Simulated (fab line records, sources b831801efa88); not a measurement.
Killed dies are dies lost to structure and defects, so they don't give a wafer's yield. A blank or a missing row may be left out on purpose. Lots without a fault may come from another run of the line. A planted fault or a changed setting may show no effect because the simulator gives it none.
One fault seen from 2 desks | flow gf180mcu | each desk has only its own numbers; what lay behind them comes last

THE METROLOGY DESK
What the gauges read, lot by lot, whatever tool the lot ran on: means of the sampled wafers that have a number. A lot is out of limits, marked OUT, if its mean lies more than 4 standard deviations from the usual mean; the brackets give that distance.
Columns: A = V2_CVD_02_THK at GF_V2_THK_MEAS_03, usual 849 nm; B = V2_BOW at GF_V2_BOW_MEAS_05, usual 99 um; C = cd_nm at GF_V2_CD_MEAS_14, usual 260.1 nm
lot  | first seen here | A             | B   | C
L571 | day 19 08:50    | 846           | 103 | 259.7
L572 | day 19 17:01    | 863           | 91  | 260.4
L574 | day 20 07:00    | 844           | 98  | 258.7
L575 | day 20 10:28    | 841           | 93  | 260.2
L576 | day 21 21:40    | 844           | 95  | 258.9
L578 | day 22 00:52    | 852           | 94  | 259.6
L580 | day 23 00:20    | 859           | 96  | 258.4
L582 | day 23 06:26    | 836           | 98  | 258.7
L581 | day 23 07:24    | 558 (-24) OUT | 88  | 257.5
L583 | day 23 12:33    | 706 (-12) OUT | 103 | 259.0
L591 | day 26 18:57    | 852           | 97  | 262.7
L593 | day 26 22:38    | 839           | 84  | 262.5
L592 | day 27 00:14    | 829           | 102 | 260.9
L594 | day 27 06:04    | 860           | 107 | 259.6
This desk's finding: out of limits on L581, L583; first on L581, day 23 07:24 (V2_CVD_02_THK at GF_V2_THK_MEAS_03). In limits: L571, L572, L574, L575, L576, L578, L580, L582, L591, L593, L592, L594.

THE TOOL OWNER'S DESK: pecvd-03
The tool's own readings at GF_V2_CVD_02 (deposits SiO2 from TEOS, target thk 850 nm, time 94.851 s): means of the sampled wafers that have a number, for each lot that ran on this tool. A lot is out of limits, marked OUT, if its mean lies more than 4 standard deviations from the usual mean; the brackets give that distance.
Columns: A = heater_power_w at GF_V2_CVD_02, usual 618 W
lot  | first seen here | A
L572 | day 19 16:56    | 587
L576 | day 21 21:36    | 658
L578 | day 22 00:48    | 636
L580 | day 23 00:14    | 549
L581 | day 23 07:20    | 597
L583 | day 23 12:29    | 574
L591 | day 26 18:49    | 573
L593 | day 26 22:35    | 608
L592 | day 27 00:11    | 616
This desk's finding: nothing out of limits on any of the 9 lots.

PUT TOGETHER
The metrology desk could have raised an alarm at day 23 07:24, on L581, L583.
The tool owner's desk saw nothing out of limits.
The tool owner's desk has L581, L583 on record, within its limits.
Of the lots named, all ran GF_V2_CVD_02 on pecvd-03.

WHAT THE SIMULATOR HAD PUT IN
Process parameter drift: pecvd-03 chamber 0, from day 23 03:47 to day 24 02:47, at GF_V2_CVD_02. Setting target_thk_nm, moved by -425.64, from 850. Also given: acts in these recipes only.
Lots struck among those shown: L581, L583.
Hours from the fault's start to each desk's first reading out of limits: the metrology desk, 4.
